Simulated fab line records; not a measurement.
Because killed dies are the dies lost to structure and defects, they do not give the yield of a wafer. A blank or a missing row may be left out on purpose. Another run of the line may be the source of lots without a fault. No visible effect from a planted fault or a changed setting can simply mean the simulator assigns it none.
Which tool did it?	flow gf180mcu	12 lots with 36 wafers sampled at 3 steps, on a route of 602 steps

== WHAT THE GAUGES READ, wafer by wafer ==
GF_VT_IMPLANT_OVL_MEAS_07.
lot	measured	on	VT_IMPLANT_OVL (nm)
L075	day 5 21:22	overlay-02	-1.5 1.0 -0.9
L077	day 6 08:43	overlay-01	-0.1 0.2 0.8
L079	day 6 21:52	overlay-01	0.5 0.4 -0.3
L081	day 7 12:48	overlay-02	0.1 -2.5 -1.5
L083	day 7 20:03	overlay-02	-1.9 -0.8 -0.4
L085	day 8 11:37	overlay-01	1.2 0.7 0.0
L087	day 8 23:23	overlay-01	2.8 2.1 2.6
L089	day 9 10:48	overlay-01	0.0 0.6 0.7
L091	day 9 23:23	overlay-01	-0.5 -0.3 -0.3
L093	day 10 12:47	overlay-01	1.1 1.3 -0.5
L095	day 10 22:16	overlay-02	-1.6 -0.3 -0.8
L097	day 11 14:43	overlay-02	0.4 0.8 -0.8

== WHAT TOOL EACH LOT RAN ON (gives the tool, then ch and the chambers of the sampled wafers, and finally the start) ==
lot	GF_STI_ETCH_13	GF_LVPWELL_STRIP_10
L075	rie-diel-03 ch 0,1,3, day 2 06:02	plasma-asher-02 ch 0,1, day 4 03:43
L077	rie-diel-03 ch 1,2,3, day 2 16:32	plasma-asher-03 ch 0,1, day 4 13:02
L079	rie-diel-04 ch 0,2, day 3 03:47	plasma-asher-03 ch 0,1, day 5 01:35
L081	rie-diel-03 ch 0,3, day 3 14:08	plasma-asher-03 ch 0,1, day 5 15:16
L083	rie-diel-04 ch 0,1,2, day 3 23:14	plasma-asher-02 ch 0,1, day 5 22:05
L085	rie-diel-04 ch 0,3, day 4 11:35	plasma-asher-03 ch 0,1, day 6 11:14
L087	rie-diel-04 ch 0,1,2, day 4 20:50	plasma-asher-03 ch 0,1, day 6 22:32
L089	rie-diel-04 ch 1,2,3, day 5 06:20	plasma-asher-02 ch 0,1, day 7 08:52
L091	rie-diel-04 ch 0,2, day 5 17:08	plasma-asher-01 ch 0,1, day 7 20:44
L093	rie-diel-01 ch 0,2,3, day 6 03:02	plasma-asher-02 ch 0,1, day 8 09:47
L095	rie-diel-01 ch 1,2,3, day 6 14:11	plasma-asher-01 ch 0,1, day 8 18:38
L097	rie-diel-03 ch 0,1,3, day 7 01:17	plasma-asher-02 ch 0,1, day 9 08:31
- GF_STI_ETCH_13: etches the open film in CHF3/O2, stops on Si, target depth 282.31 nm, time 112.9 s.
- GF_LVPWELL_STRIP_10: strips in O2/N2.

== THE ANSWER, worked out from the rows above alone ==
Rule: usual is defined by the lots themselves. The widest of any qualifying gaps counts: lots, ordered by their means at a reading, are off when they make up no more than a third of the lots, leave a main group of 4 or more, and stand apart from it by 3 or more times the standard deviation of that group's means. Not used: any main group whose means are identical at the precision the tables above print for the reading. A lot without any number at a reading at which 4 lots or more have one is off too. All remaining lots with rows at the step are treated as sound.
Nothing can be told from this: no lot is off at any reading shown.

== WHAT THE SIMULATOR HAD INSERTED ==
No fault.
